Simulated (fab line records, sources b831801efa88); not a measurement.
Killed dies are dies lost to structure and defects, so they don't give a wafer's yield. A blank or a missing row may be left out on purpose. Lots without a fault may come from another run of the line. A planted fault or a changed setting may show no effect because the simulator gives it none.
fab line records | flow sky130
record lots=15 wafers=45 last_day=50
route steps=708 shown CONTACT@429 VIA1@471 VIA2@530 METAL4@627
lots that met no fault: from a run of the same line without faults
start_h: hours from the record's first day to the start of the lot's first wafer shown | wait_h: hours since the lot's step before | " the same as in the row above | L1.1+2: a row that stands for several wafers | - no value, or no start given | * or withheld: withheld | < > ~ a bound
route shown NAME@n: a module of which the file shows steps, and the number in the route of the first | usual: mean/standard deviation of fault-free wafers | same: alike in all rows | chamber/n: place in a boat | sites: the reading at each site | _std_site: their standard deviation | _edge_site: outer sites' mean less inner sites' | radius_mm: how far each site lies from the wafer's centre | mask NAME#n: copy n | behind: the tool/chamber that last shaped the wafer | hold: why the lot was held/for how many hours/how that ended | device: the transistor (n, p or np) that didn't switch | end of line: the same wafers' tests at the end of the route | a step without rows: its recipe alone | killed: dies lost to structure and defects at the first sort, not the wafer's yield | map: a wafer's dies, x killed, . not, _ none there
set.NAME: the setting as run; set.NAME@STEP: as run at that earlier step | model.NAME: the simulator's own value behind a step, which no gauge read
steps of the route over a sample of lots; a table a step, a row a wafer
services: from which hour (start_h, from the record's first day; less than 0 if before it) a tool's chamber was out of use, for how many hours, and why
## steps
# step SKY_CONTACT_SPUTTER_23
# recipe material=TiN target_thk_nm=20 chamber_pressure_pa=5 power_w=4000 time_s=80
# usual throttle_valve_pct=29.3/0.95
# columns lot.wafer tool chamber start_h wait_h throttle_valve_pct
L545.2 pvd_sputter-03 - 751.63 0.0 29.4
L545.3 " - " " 27.3
L545.6 " - " " 27.0
L546.3 pvd_sputter-01 - 762.39 0.0 29.2
L546.5 " - " " 29.3
L546.6 " - " " 30.7
L547.1 pvd_sputter-02 - 766.85 0.0 28.9
L547.2 " - " " 29.9
L547.4 " - " " 30.8
L549.4 pvd_sputter-03 - 780.64 0.0 29.3
L549.5 " - " " 29.2
L549.6 " - " " 29.3
L551.2 pvd_sputter-01 - 795.87 0.0 29.6
L551.5 " - " " 29.4
L551.6 " - " " 29.1
L552.2 pvd_sputter-01 - 801.64 0.0 29.5
L552.3 " - " " 28.7
L552.4 " - " " 31.0
L553.1 pvd_sputter-03 - 802.41 0.0 29.2
L553.4 " - " " 29.2
L553.5 " - " " 29.3
L554.4 pvd_sputter-01 - 807.68 0.0 30.9
L554.5 " - " " 29.3
L554.6 " - " " 30.9
L555.2 pvd_sputter-01 - 838.29 0.0 29.4
L555.3 " - " " 31.1
L555.5 " - " " 28.7
L557.2 pvd_sputter-02 - 840.06 0.0 30.9
L557.5 " - " " 30.0
L557.6 " - " " 30.9
L556.1 pvd_sputter-03 - 840.59 0.0 29.4
L556.3 " - " " 29.3
L556.6 " - " " 29.1
L558.3 pvd_sputter-01 - 845.83 0.0 30.9
L558.4 " - " " 29.0
L558.5 " - " " 28.7
L559.1 pvd_sputter-01 - 849.93 0.0 29.1
L559.3 " - " " 30.9
L559.4 " - " " 28.5
L560.1 pvd_sputter-03 - 856.04 0.0 29.6
L560.2 " - " " 29.2
L560.6 " - " " 29.3
L568.2 pvd_sputter-02 - 907.26 0.0 29.5
L568.3 " - " " 31.1
L568.4 " - " " 29.9
# step SKY_VIA1_OVL_MEAS_13
# usual VIA1_OVL=5/5.1
# columns lot.wafer tool chamber start_h wait_h VIA1_OVL[nm]
L545.2 overlay-01 - 807.40 0.1 3
L545.3 " - " " 5
L545.6 " - " " 9
L546.3 overlay-02 - 818.16 0.1 5
L546.5 " - " " -1
L546.6 " - " " -4
L547.1 overlay-02 - 823.45 0.1 2
L547.2 " - " " 0
L547.4 " - " " -2
L549.4 overlay-02 - 836.12 0.1 2
L549.5 " - " " 12
L549.6 " - " " 12
L551.2 overlay-01 - 851.51 0.1 7
L551.5 " - " " 3
L551.6 " - " " 5
L552.2 overlay-01 - 857.36 0.1 8
L552.3 " - " " 9
L552.4 " - " " 9
L553.1 overlay-01 - 858.42 0.1 -1
L553.4 " - " " -2
L553.5 " - " " -3
L554.4 overlay-01 - 862.32 0.1 14
L554.5 " - " " 10
L554.6 " - " " 9
L555.2 overlay-01 - 891.96 0.1 1
L555.3 " - " " 9
L555.5 " - " " 10
L557.2 overlay-01 - 893.35 0.1 -5
L557.5 " - " " 2
L557.6 " - " " -1
L556.1 overlay-01 - 894.00 0.1 15
L556.3 " - " " 15
L556.6 " - " " 11
L558.3 overlay-01 - 900.36 0.1 7
L558.4 " - " " 6
L558.5 " - " " 3
L559.1 overlay-01 - 902.40 0.1 -3
L559.3 " - " " 2
L559.4 " - " " 6
L560.1 overlay-01 - 908.37 0.1 -2
L560.2 " - " " 4
L560.6 " - " " 7
L568.2 overlay-02 - 959.07 0.1 3
L568.3 " - " " -2
L568.4 " - " " 2
# step SKY_VIA2_THK_MEAS_23
# recipe thk_meas_gauge=xrf reads=W_of_VIA2_CVD_21
# usual VIA2_W_THK=399/5.3
# columns lot.wafer tool chamber start_h wait_h VIA2_W_THK[nm]
L545.2 film_metro-04 - 864.17 0.1 399
L545.3 " - " " 391
L545.6 " - " " 398
L546.3 film_metro-01 - 875.96 0.1 402
L546.5 " - " " 400
L546.6 " - " " 397
L547.1 film_metro-01 - 879.55 0.1 391
L547.2 " - " " 396
L547.4 " - " " 400
L549.4 film_metro-04 - 891.01 0.1 397
L549.5 " - " " 390
L549.6 " - " " 396
L551.2 film_metro-02 - 907.21 0.1 399
L551.5 " - " " 406
L551.6 " - " " 397
L552.2 film_metro-04 - 913.29 0.1 393
L552.3 " - " " 396
L552.4 " - " " 389
L553.1 film_metro-01 - 914.01 0.1 402
L553.4 " - " " 401
L553.5 " - " " 390
L554.4 film_metro-01 - 916.97 0.1 402
L554.5 " - " " 395
L554.6 " - " " 402
L555.2 film_metro-04 - 946.18 0.1 400
L555.3 " - " " 393
L555.5 " - " " 394
L557.2 film_metro-02 - 946.53 0.1 400
L557.5 " - " " 391
L557.6 " - " " 395
L556.1 film_metro-01 - 947.28 0.1 394
L556.3 " - " " 401
L556.6 " - " " 399
L558.3 film_metro-02 - 953.11 0.1 398
L558.4 " - " " 406
L558.5 " - " " 402
L559.1 film_metro-02 - 955.83 0.1 394
L559.3 " - " " 401
L559.4 " - " " 391
L560.1 film_metro-04 - 962.56 0.1 403
L560.2 " - " " 399
L560.6 " - " " 401
L568.2 film_metro-02 - 1010.03 0.1 408
L568.3 " - " " 404
L568.4 " - " " 412
# step SKY_METAL4_PEB_11
# recipe peb_temp_c=withheld peb_time_s=withheld resist=KrF-thick
# usual chill_plate_temp_C=* exhaust_pa=45.0/0.86
# columns lot.wafer tool chamber start_h wait_h chill_plate_temp_C exhaust_pa
L545.2 litho_track-01 0 993 - * 45.2
L545.3 " 0 " " * 46.1
L545.6 " 0 " " * 45.9
L546.3 litho_track-04 0 1002 - * 47.0
L546.5 " 0 1003 - * 45.6
L546.6 " 0 " " * 46.9
L547.1 litho_track-04 0 1004 - * 44.4
L547.2 " 0 " " * 44.4
L547.4 " 0 " " * 45.4
L549.4 litho_track-01 0 1017 - * 43.7
L549.5 " 0 " " * 44.1
L549.6 " 0 " " * 44.3
L551.2 litho_track-04 0 1030 - * 45.8
L551.5 " 0 " " * 45.7
L551.6 " 0 " " * 45.6
L552.2 litho_track-01 0 1036 - * 44.7
L552.3 " 0 " " * 46.5
L552.4 " 0 " " * 44.4
L553.1 litho_track-03 0 1038 - * 45.4
L553.4 " 0 " " * 45.2
L553.5 " 0 " " * 45.5
L554.4 litho_track-04 0 1040 - * 44.0
L554.5 " 0 " " * 44.3
L554.6 " 0 " " * 44.2
L555.2 litho_track-01 0 1066 - * 46.7
L555.3 " 0 " " * 45.5
L555.5 " 0 1067 - * 44.2
L557.2 litho_track-01 0 1067 - * 45.7
L557.5 " 0 " " * 45.1
L557.6 " 0 " " * 45.7
L556.1 litho_track-04 0 1067 - * 44.2
L556.3 " 0 1068 - * 44.1
L556.6 " 0 " " * 45.2
L558.3 litho_track-01 - 1072 - - -
L558.4 " - " " - -
L558.5 " - " " - -
L559.1 litho_track-01 - 1072 - - -
L559.3 " - " " - -
L559.4 " - 1073 - - -
L560.1 litho_track-04 - 1079 - - -
L560.2 " - " " - -
L560.6 " - " " - -
L568.2 litho_track-01 0 1123 - * 45.5
L568.3 " 0 " " * 46.5
L568.4 " 0 " " * 44.9
## services
# columns tool chamber start_h hours kind
pvd_sputter-02 - 734.09 4.4 repair
pvd_sputter-03 - 773.14 2.6 repair
pvd_sputter-03 - 803.61 2.1 repair
pvd_sputter-03 - 849.59 5.9 repair
pvd_sputter-01 - 856.72 1.9 repair
litho_track-04 - 932.03 - consumable_replace:filter
pvd_sputter-01 - 1090.49 6.5 repair
pvd_sputter-03 - 1094.81 4.4 repair
## key
first_sign step=SKY_METAL4_PEB_11 reading=tool_record direction=missing
effect none on later readings
met_at SKY_METAL4_PEB_11
struck_lots L558,L559,L560
later_rows_left_out L558.3,L558.4,L558.5,L559.1,L559.3,L559.4,L560.1,L560.2,L560.6
sort_left_out L558.3,L558.4,L558.5,L559.1,L559.3,L559.4,L560.1,L560.2,L560.6
not_acting_at SKY_CONTACT_SPUTTER_23,SKY_VIA1_OVL_MEAS_13,SKY_VIA2_THK_MEAS_23
onset_between 1067 1072
fault kind=skipped_step_whole tool=litho_track-01,litho_track-04 chamber=- onset_h=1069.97 steps=SKY_METAL4_PEB_11 scope=struck_lots_only
# sort_left_out: the simulated sort isn't trusted on such a fault, so these wafers' sort isn't shown, and their yield isn't known
# later_rows_left_out: the simulator's readings of these wafers behind a module that went badly wrong aren't trusted and aren't shown, but for the sort
